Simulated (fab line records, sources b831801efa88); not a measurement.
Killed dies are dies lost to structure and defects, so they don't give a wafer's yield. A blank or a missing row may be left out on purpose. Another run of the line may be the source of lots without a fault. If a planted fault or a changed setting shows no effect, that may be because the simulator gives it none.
Problem report in the 8D (eight disciplines) form, filled by code | flow gf180mcu | the parts of the form that need people (team, actions taken, sign-off) are left out

## 1. THE ISSUE
GF_M3_STRIP_17, strip_time_to_endpoint_s: mean 6.11 s on 2 wafers (1 lot); fault-free wafers 7.39 s, standard deviation 0.061. Measured from the usual mean, that is -21 standard deviations.
The step: strips in O2/N2.
Earliest sighting: wafer L301.1 on plasma_asher-02 at day 24 20:34. At this step, 29 wafers from 10 lots have a number in the record. Rule for "out" (also "out of limits"): further than 4 standard deviations from the usual mean. The rest of the wafers with a number are treated as sound.

## 2. WHAT IT IS AND WHAT IT IS NOT
question                    | is                                       | is not
which readings at this step | strip_time_to_endpoint_s, oes_product_au | drypump_motor_current_A, heater_power_w, n2_flow_sccm
which lots                  | L301                                     | L292, L293, L297, L309, L310, L311, L312, L313, L314
which wafers of those lots  | all that have a number                   | -
read on which tools         | plasma_asher-02                          | plasma_asher-03, plasma_asher-04
when                        | from day 24 20:34                        | up to then (9 sound wafers); but 18 sound wafers of L309, L310, L311, L312, L313, L314 came after

## 3. WHAT RULES OUT EACH SUSPECT
Counting: any tool at a process step up to the reading is kept as a suspect provided that every lot that is out went through it and no sound lot did after the first of them.
- pvd_sputter-03 at GF_V2_SPUTTER_22 (material TiN, target thk 10 nm, time 40 s): ruled out as a lasting fault. After its first lot that is out, L301 (day 23 21:31), sound lots L310, L311, L313 ran on it.
- cvd_w-02 at GF_V2_CVD_23 (deposits W, target thk 350 nm, time 104.94 s): ruled out as a lasting fault. After its first lot that is out, L301 (day 23 21:34), sound lots L310, L311, L312, L314 ran on it.
- rie_metal-03 at GF_M3_METAL_ETCH_16 (etches the open film in Cl2/BCl3, stops on SiO2, target depth 750.8 nm, time 125.1 s): ruled out as a lasting fault. After its first lot that is out, L301 (day 24 20:26), sound lots L311, L313, L314 ran on it.
- plasma_asher-02 at GF_M3_STRIP_17 (strips in O2/N2): ruled out as a lasting fault. After its first lot that is out, L301 (day 24 20:34), sound lots L314 ran on it.
Left after counting: nothing in the record.

## 4. THE CAUSE (what the simulator had put in)
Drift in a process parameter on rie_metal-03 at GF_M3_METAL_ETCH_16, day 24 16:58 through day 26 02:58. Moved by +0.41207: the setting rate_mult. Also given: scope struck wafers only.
The count ruled it out by mistake, since the rule takes a fault to strike every lot its tool runs from the start of the fault on, and this one did not do so.

## 5. SEQUENCE OF EFFECTS, ordered by route
Each row: a reading whose mean over the struck wafers that have a number lies more than 3 standard deviations from the usual. Only readings whose record carries a usual standard deviation are examined. hours: median over the lots of the time between each lot's start at the first step of this table that gives one and its start at this step. sigmas: the change, counted in usual standard deviations.
hours | step           | reading                  | usual      | on struck wafers | change | sigmas
0     | GF_M3_STRIP_17 | oes_product_au           | 0.537 a.u. | 0.479            | -0.058 | -11
0     | GF_M3_STRIP_17 | strip_time_to_endpoint_s | 7.39 s     | 6.11             | -1.28  | -21
It contains these process steps:
- GF_M3_STRIP_17: strips in O2/N2.
At these later measuring or inspecting steps, every struck wafer for which the step has a row has a number for every such reading, and none has moved that far: GF_V4_RS_MEAS_24, GF_V4_THK_MEAS_25.

## 6. WHAT WOULD HAVE CAUGHT IT SOONER
4 hours passed between the start of the fault at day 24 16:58 and the first reading out of limits in this record, taken at day 24 20:34.
No tool reading at GF_M3_METAL_ETCH_16 that has a usual standard deviation in the record was out on any struck wafer, so an alarm limit of 4 standard deviations on those readings would not have fired.
